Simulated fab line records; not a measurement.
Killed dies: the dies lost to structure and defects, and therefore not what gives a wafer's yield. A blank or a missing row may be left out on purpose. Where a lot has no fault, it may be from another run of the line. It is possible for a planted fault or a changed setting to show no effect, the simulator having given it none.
The tool behind it: which one? / flow sky130 / 13 lots, 39 wafers sampled, at 3 steps of a route of 708

WHAT THE GAUGES READ, wafer by wafer
SKY_CAPM_THK_MEAS_01.
lot=L331; measured=day 36 04:01; on=film_metro-01; CAPM_CVD_00_THK (nm)=15.16 15.39 15.64
lot=L332; measured=day 36 13:00; on=film_metro-02; CAPM_CVD_00_THK (nm)=15.26 15.47 15.37
lot=L333; measured=day 36 20:23; on=film_metro-03; CAPM_CVD_00_THK (nm)=15.48 15.41 15.76
lot=L334; measured=day 37 06:39; on=film_metro-02; CAPM_CVD_00_THK (nm)=15.61 15.81 15.66
lot=L336; measured=day 37 17:42; on=film_metro-02; CAPM_CVD_00_THK (nm)=15.27 15.56 15.54
lot=L337; measured=day 38 04:58; on=film_metro-03; CAPM_CVD_00_THK (nm)=15.67 15.69 15.90
lot=L343; measured=day 39 21:09; on=film_metro-03; CAPM_CVD_00_THK (nm)=15.39 15.60 15.67
lot=L344; measured=day 40 08:11; on=film_metro-02; CAPM_CVD_00_THK (nm)=15.02 15.52 15.45
lot=L345; measured=day 40 17:40; on=film_metro-02; CAPM_CVD_00_THK (nm)=15.55 15.48 15.78
lot=L347; measured=day 41 05:38; on=film_metro-02; CAPM_CVD_00_THK (nm)=15.35 15.57 15.79
lot=L348; measured=day 41 08:56; on=film_metro-02; CAPM_CVD_00_THK (nm)=15.60 15.70 15.87
lot=L351; measured=day 42 11:34; on=film_metro-02; CAPM_CVD_00_THK (nm)=15.78 15.52 15.85
lot=L352; measured=day 42 13:37; on=film_metro-01; CAPM_CVD_00_THK (nm)=15.24 15.35 15.47

SKY_CAPM_RS_MEAS_03: the measuring method here is four-point-probe.
lot=L331; measured=day 36 04:11; on=film_metro-02; CAPM_TIN_RS (ohm/sq)=6.93 6.88 6.89
lot=L332; measured=day 36 13:11; on=film_metro-02; CAPM_TIN_RS (ohm/sq)=6.86 6.83 6.91
lot=L333; measured=day 36 20:33; on=film_metro-01; CAPM_TIN_RS (ohm/sq)=6.88 6.85 6.85
lot=L334; measured=day 37 06:49; on=film_metro-03; CAPM_TIN_RS (ohm/sq)=7.02 7.10 7.08
lot=L336; measured=day 37 17:53; on=film_metro-03; CAPM_TIN_RS (ohm/sq)=7.01 6.94 6.91
lot=L337; measured=day 38 05:08; on=film_metro-01; CAPM_TIN_RS (ohm/sq)=6.99 6.96 7.01
lot=L343; measured=day 39 21:20; on=film_metro-02; CAPM_TIN_RS (ohm/sq)=6.99 6.93 6.96
lot=L344; measured=day 40 08:21; on=film_metro-02; CAPM_TIN_RS (ohm/sq)=6.88 6.93 6.87
lot=L345; measured=day 40 17:51; on=film_metro-01; CAPM_TIN_RS (ohm/sq)=6.90 6.90 6.84
lot=L347; measured=day 41 05:49; on=film_metro-01; CAPM_TIN_RS (ohm/sq)=7.02 7.00 6.99
lot=L348; measured=day 41 09:07; on=film_metro-01; CAPM_TIN_RS (ohm/sq)=6.75 6.80 6.83
lot=L351; measured=day 42 11:46; on=film_metro-01; CAPM_TIN_RS (ohm/sq)=6.91 6.96 6.91
lot=L352; measured=day 42 13:48; on=film_metro-03; CAPM_TIN_RS (ohm/sq)=6.95 6.86 6.93

TOOL THAT RAN EACH LOT (tool first, then ch and the chambers of the sampled wafers, then the start)
lot=L331; SKY_METAL3_SPUTTER_00=pvd_sputter-04, day 36 03:50
lot=L332; SKY_METAL3_SPUTTER_00=pvd_sputter-01, day 36 12:48
lot=L333; SKY_METAL3_SPUTTER_00=pvd_sputter-03, day 36 20:12
lot=L334; SKY_METAL3_SPUTTER_00=pvd_sputter-01, day 37 06:29
lot=L336; SKY_METAL3_SPUTTER_00=pvd_sputter-04, day 37 17:30
lot=L337; SKY_METAL3_SPUTTER_00=pvd_sputter-03, day 38 04:47
lot=L343; SKY_METAL3_SPUTTER_00=pvd_sputter-04, day 39 20:58
lot=L344; SKY_METAL3_SPUTTER_00=pvd_sputter-01, day 40 07:58
lot=L345; SKY_METAL3_SPUTTER_00=pvd_sputter-01, day 40 17:28
lot=L347; SKY_METAL3_SPUTTER_00=pvd_sputter-01, day 41 05:26
lot=L348; SKY_METAL3_SPUTTER_00=pvd_sputter-04, day 41 08:44
lot=L351; SKY_METAL3_SPUTTER_00=pvd_sputter-01, day 42 11:22
lot=L352; SKY_METAL3_SPUTTER_00=pvd_sputter-04, day 42 13:25
- SKY_METAL3_SPUTTER_00: material Ti, target thk 15 nm, time 10 s.

AS READ BY THE TOOLS THEMSELVES (means over the sampled wafers that have a number; for cases with no such wafer, the mark the record gives instead)
SKY_METAL3_SPUTTER_00.
lot=L331; tool=pvd_sputter-04; cathode_dc_power_W (W)=2999.9; throttle_valve_pct (%)=29.7
lot=L332; tool=pvd_sputter-01; cathode_dc_power_W (W)=2999.9; throttle_valve_pct (%)=31.2
lot=L333; tool=pvd_sputter-03; cathode_dc_power_W (W)=3000.1; throttle_valve_pct (%)=30.0
lot=L334; tool=pvd_sputter-01; cathode_dc_power_W (W)=3000.4; throttle_valve_pct (%)=30.6
lot=L336; tool=pvd_sputter-04; cathode_dc_power_W (W)=3000.2; throttle_valve_pct (%)=30.8
lot=L337; tool=pvd_sputter-03; cathode_dc_power_W (W)=2999.9; throttle_valve_pct (%)=30.0
lot=L343; tool=pvd_sputter-04; cathode_dc_power_W (W)=3000.2; throttle_valve_pct (%)=29.3
lot=L344; tool=pvd_sputter-01; cathode_dc_power_W (W)=2999.8; throttle_valve_pct (%)=31.0
lot=L345; tool=pvd_sputter-01; cathode_dc_power_W (W)=3000.1; throttle_valve_pct (%)=31.1
lot=L347; tool=pvd_sputter-01; cathode_dc_power_W (W)=3000.0; throttle_valve_pct (%)=30.5
lot=L348; tool=pvd_sputter-04; cathode_dc_power_W (W)=2999.6; throttle_valve_pct (%)=30.1
lot=L351; tool=pvd_sputter-01; cathode_dc_power_W (W)=2999.6; throttle_valve_pct (%)=30.5
lot=L352; tool=pvd_sputter-04; cathode_dc_power_W (W)=3000.0; throttle_valve_pct (%)=28.5

THE ANSWER, worked out from the rows above alone
Rule: the lots themselves supply what counts as usual. The widest of any qualifying gaps counts: lots, ordered by their means at a reading, are off when they make up no more than a third of the lots, leave a main group of 4 or more, and stand apart from it by 3 or more times the standard deviation of that group's means. The tables above print the reading to a certain number of digits; a main group whose means all agree to those digits is not used. A lot without any number at a reading at which 4 lots or more have one is off too. The other lots that the step has rows for count as sound. After the gauges, taken in route order, come the tools' own readings; for these a lot's mean is taken, as printed above. The first step at which some lot is off is used, and at that step the reading that is off furthest; a lot without a number counts as furthest.
Nothing can be told from this: no lot is off at any reading shown.

WHAT THE SIMULATOR HAD INSERTED
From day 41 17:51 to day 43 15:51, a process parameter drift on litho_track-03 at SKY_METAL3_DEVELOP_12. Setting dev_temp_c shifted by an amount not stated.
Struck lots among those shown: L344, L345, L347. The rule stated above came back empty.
